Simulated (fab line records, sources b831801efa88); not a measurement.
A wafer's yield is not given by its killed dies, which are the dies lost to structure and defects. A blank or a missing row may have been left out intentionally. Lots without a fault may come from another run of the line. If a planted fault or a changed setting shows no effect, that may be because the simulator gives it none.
Problem report, 8D (eight disciplines) form, completed by code -- flow sky130 -- the parts of the form that need people (team, actions taken, sign-off) are left out

## 1. WHAT IS WRONG
Wafers free of any fault read 14.15 ohm/sq (standard deviation 0.18) for LOCAL_INTERCONNECT_TIN_RS at SKY_LOCAL_INTERCONNECT_RS_MEAS_01, against a mean of 16.17 ohm/sq on 2 wafers of 2 lots. Measured from the usual mean, that is +11 standard deviations.
The step: measures by four-point-probe.
First seen on wafer L202.5, day 32 16:59, on film-metro-01. Wafers with a number at this step in the record: 33, from 11 lots. The rule behind "out" and "out of limits": a value lying over 4 standard deviations away from the usual mean. The other wafers with a number count as sound.

## 2. WHAT IT IS, AND WHAT IT ISN'T
question,is,is not
which readings at this step,LOCAL_INTERCONNECT_TIN_RS,-
which lots,"L202, L203","L196, L199, L205, L208, L209, L211, L212, L213, L215"
which wafers of those lots,"L202.5, L203.2","L202.2, L202.4, L203.3, L203.4"
read on which gauges,film-metro-01,"film-metro-02, film-metro-03"
when,from day 32 16:59,"up to then (8 sound wafers); but 23 sound wafers of L203, L205, L208, L209, L211, L212, L213, L215 came after"

## 3. THE SUSPECTS, EACH WITH WHAT RULES IT OUT
Counting: a tool at a process step up to the reading stays a suspect if it ran every lot that is out. Sound lots after the first of them don't rule it out here, since some wafers of a struck lot are sound.
- the gauge at SKY_LOCAL_INTERCONNECT_RS_MEAS_01: ruled out. All the wafers that are out were read on film-metro-01, but those of them that SKY_LOCAL_INTERCONNECT_METAL_ETCH_14 has rows for are out there too, on other tools.
- pvd-sputter-04 at SKY_LOCAL_INTERCONNECT_SPUTTER_00 (material TiN, target thk 100 nm, time 83.3 s): kept. Every lot that is out went through it, the first being L202 (day 32 16:53); the last sound lot it ran before that was L196 (day 30 22:25).
Left after counting: pvd-sputter-04 at SKY_LOCAL_INTERCONNECT_SPUTTER_00.

## 4. THE CAUSE (what the simulator had put in)
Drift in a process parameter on pvd-sputter-04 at SKY_LOCAL_INTERCONNECT_SPUTTER_00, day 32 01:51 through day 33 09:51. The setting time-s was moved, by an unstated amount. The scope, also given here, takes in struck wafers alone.
This tool alone remained once counting was done.

## 5. SEQUENCE OF EFFECTS, ordered by route
Each row: a reading where the mean over the struck wafers with a number is more than 3 standard deviations away from the usual. Only readings whose record carries a usual standard deviation are examined. hours: median over the lots of the time between each lot's start at the first step of this table that gives one and its start at this step. sigmas: the change, counted in usual standard deviations.
hours,step,reading,usual,on struck wafers,change,sigmas
0,SKY_LOCAL_INTERCONNECT_RS_MEAS_01,LOCAL_INTERCONNECT_TIN_RS,14.15 ohm/sq,16.17,+2.02,+11
0,SKY_LOCAL_INTERCONNECT_THK_MEAS_02,LOCAL_INTERCONNECT_TIN_THK,99.2 nm,86.8,-12.4,-8.8
27,SKY_LOCAL_INTERCONNECT_METAL_ETCH_14,oes-product-au,0.932 a.u.,0.867,-0.065,-7.7
27,SKY_LOCAL_INTERCONNECT_METAL_ETCH_14,throttle-valve-pct,21.906 %,21.947,+0.041,+3.4
It contains these process steps:
- SKY_LOCAL_INTERCONNECT_METAL_ETCH_14: etches TiN in Cl2/BCl3, stops on PSG, target depth 110 nm, time 32.43 s.
Readings that are blank on the struck wafers while sound wafers have them: susceptor-temp-C at SKY_LOCAL_INTERCONNECT_SPUTTER_00.

## 6. WHAT WOULD HAVE CAUGHT IT SOONER
15 hours passed between the start of the fault at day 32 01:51 and the first reading out of limits at a measuring or inspecting step in this record, taken at day 32 16:59.
Of the lots that are out (2), L203 began SKY_LOCAL_INTERCONNECT_SPUTTER_00 on pvd-sputter-04 after day 32 16:59. Holding the tool at that time would have saved it.
